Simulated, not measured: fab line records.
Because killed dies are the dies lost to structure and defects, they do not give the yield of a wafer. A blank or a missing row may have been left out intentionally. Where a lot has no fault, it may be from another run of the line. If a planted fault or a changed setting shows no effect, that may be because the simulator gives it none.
The tool behind it: which one? :: flow sky130 :: 7 lots, 21 wafers sampled, at 2 steps of a route of 708

WHAT THE GAUGES SHOWED, per wafer
SKY_VT_ADJUST_LVTN_OVL_MEAS_07.
lot: L354
measured: day 7 08:32
on: overlay-01
VT_ADJUST_LVTN_OVL (nm): -2.1 -2.4 -3.0

lot: L359
measured: day 9 07:07
on: overlay-01
VT_ADJUST_LVTN_OVL (nm): 1.6 0.3 1.1

lot: L363
measured: day 10 00:19
on: overlay-02
VT_ADJUST_LVTN_OVL (nm): -1.2 -0.5 -0.1

lot: L365
measured: day 10 15:58
on: overlay-01
VT_ADJUST_LVTN_OVL (nm): -1.9 -0.8 -1.0

lot: L367
measured: day 10 23:58
on: overlay-02
VT_ADJUST_LVTN_OVL (nm): - - -

lot: L369
measured: day 11 09:50
on: overlay-02
VT_ADJUST_LVTN_OVL (nm): - - -

lot: L371
measured: day 12 07:40
on: overlay-02
VT_ADJUST_LVTN_OVL (nm): 0.0 0.7 0.6

WHICH TOOL RAN EACH LOT (tool, then ch and the chambers of the sampled wafers, then the start)
lot: L354
SKY_VT_ADJUST_LVTN_COAT_02: litho_track-02 ch 0, day 6 23:01

lot: L359
SKY_VT_ADJUST_LVTN_COAT_02: litho_track-04 ch 0, day 8 20:35

lot: L363
SKY_VT_ADJUST_LVTN_COAT_02: litho_track-03 ch 0, day 9 13:11

lot: L365
SKY_VT_ADJUST_LVTN_COAT_02: litho_track-02 ch 0, day 10 04:08

lot: L367
SKY_VT_ADJUST_LVTN_COAT_02: litho_track-03, day 10 12:40

lot: L369
SKY_VT_ADJUST_LVTN_COAT_02: litho_track-02, day 10 22:58

lot: L371
SKY_VT_ADJUST_LVTN_COAT_02: litho_track-04 ch 0, day 11 19:45
- SKY_VT_ADJUST_LVTN_COAT_02: resist thk 3000 nm.

THE ANSWER, worked out from the rows above alone
Rule: usual is defined by the lots themselves. Put in order of their means at a reading, lots are off if they are a third of the lots or fewer, leave a main group of 4 or more, and stand apart from it by a gap of 3 or more times the standard deviation of the main group's means; of several such gaps the widest counts. A main group whose means are all the same, to the digits that the tables above print for the reading, isn't used. Also off: a lot with no number at a reading for which 4 or more lots have one. Where the step has rows for the other lots, those lots are counted as sound.
Off: L367, L369, at SKY_VT_ADJUST_LVTN_OVL_MEAS_07 (VT_ADJUST_LVTN_OVL). Without a number there: L367, L369. The main group has a mean of -0.6 nm with a standard deviation of 1.2.
If a tool, at a process step before that reading, ran all the lots that are off and no sound lot after the first of them, it fits. Gauges at SKY_VT_ADJUST_LVTN_OVL_MEAS_07: tried the same way as those tools. None of those tried fits.

WHAT THE SIMULATOR HAD PUT IN
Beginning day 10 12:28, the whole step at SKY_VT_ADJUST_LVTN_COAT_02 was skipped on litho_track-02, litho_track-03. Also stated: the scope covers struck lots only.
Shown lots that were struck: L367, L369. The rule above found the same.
